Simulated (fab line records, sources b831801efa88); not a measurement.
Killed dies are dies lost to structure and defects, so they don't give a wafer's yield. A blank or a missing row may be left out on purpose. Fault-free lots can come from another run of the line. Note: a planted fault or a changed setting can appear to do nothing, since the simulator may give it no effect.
Matching of chambers ; flow gf180mcu ; 4 sister chambers for GF_V1_CMP_04 on cmp-02
The step polishes SiO2. 14 wafers are shown with their chamber, then 7 later ones without.

== EACH WAFER AND ITS CHAMBER ==
wafer;chamber;motor-current-A (A);time-to-endpoint-s (s);edge-zone-pressure-frac
L754.4;3;12.6;79;1.008
L754.5;2;11.1;81;0.999
L754.6;1;17.2;86;1.007
L756.1;2;12.0;80;0.998
L756.3;0;11.0;84;1.009
L756.5;3;13.7;93;0.993
L761.1;1;16.9;78;0.997
L761.2;0;10.6;79;0.995
L761.5;0;10.8;80;1.000
L764.3;1;16.2;79;1.000
L764.5;0;10.6;81;1.005
L764.6;1;15.9;85;1.002
L766.2;2;11.8;82;0.994
L766.5;0;11.0;79;0.999

SIGNATURES (averages over the wafers above)
reading;chamber 0;chamber 1;chamber 2;chamber 3;scatter within a chamber
motor-current-A;10.800;16.550;11.633;13.150;0.48
time-to-endpoint-s;80.60;82.00;81.00;86.00;4.09
edge-zone-pressure-frac;1.00160;1.00150;0.99700;1.00050;0.00547
Rule: a wafer lies at a distance from a chamber equal to the root of the sum of squares, over the readings, of (its reading less the chamber's mean, divided by the reading's scatter). If the next closest chamber is less than 2 further off than the closest, the wafer can't be placed; otherwise it belongs to the closest. The scatter: the root of (the sum of the squares of (reading less its chamber's mean) over the shown wafers, divided by (wafers less chambers)).

== WAFERS WITHOUT THEIR CHAMBER ==
wafer;motor-current-A (A);time-to-endpoint-s (s);edge-zone-pressure-frac
L766.6;13.1;86;0.996
L774.1;12.4;76;0.998
L774.3;13.6;72;0.996
L774.6;16.7;82;0.998
L775.3;10.7;83;1.001
L775.4;11.9;82;1.004
L775.6;16.6;83;1.007

== WHICH CHAMBER EACH WENT THROUGH ==
wafer;from the rows above;in truth
L766.6;3;3
L774.1;can't be placed: 2 or 3 or 0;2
L774.3;can't be placed: 3 or 2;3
L774.6;1;1
L775.3;can't be placed: 0 or 2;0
L775.4;can't be placed: 2 or 0 or 3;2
L775.6;1;1
Correct placement for 3 of the 7. Can't be placed from these rows: 4 (the true chamber is among the candidates in 4). Placed wrongly: 0.
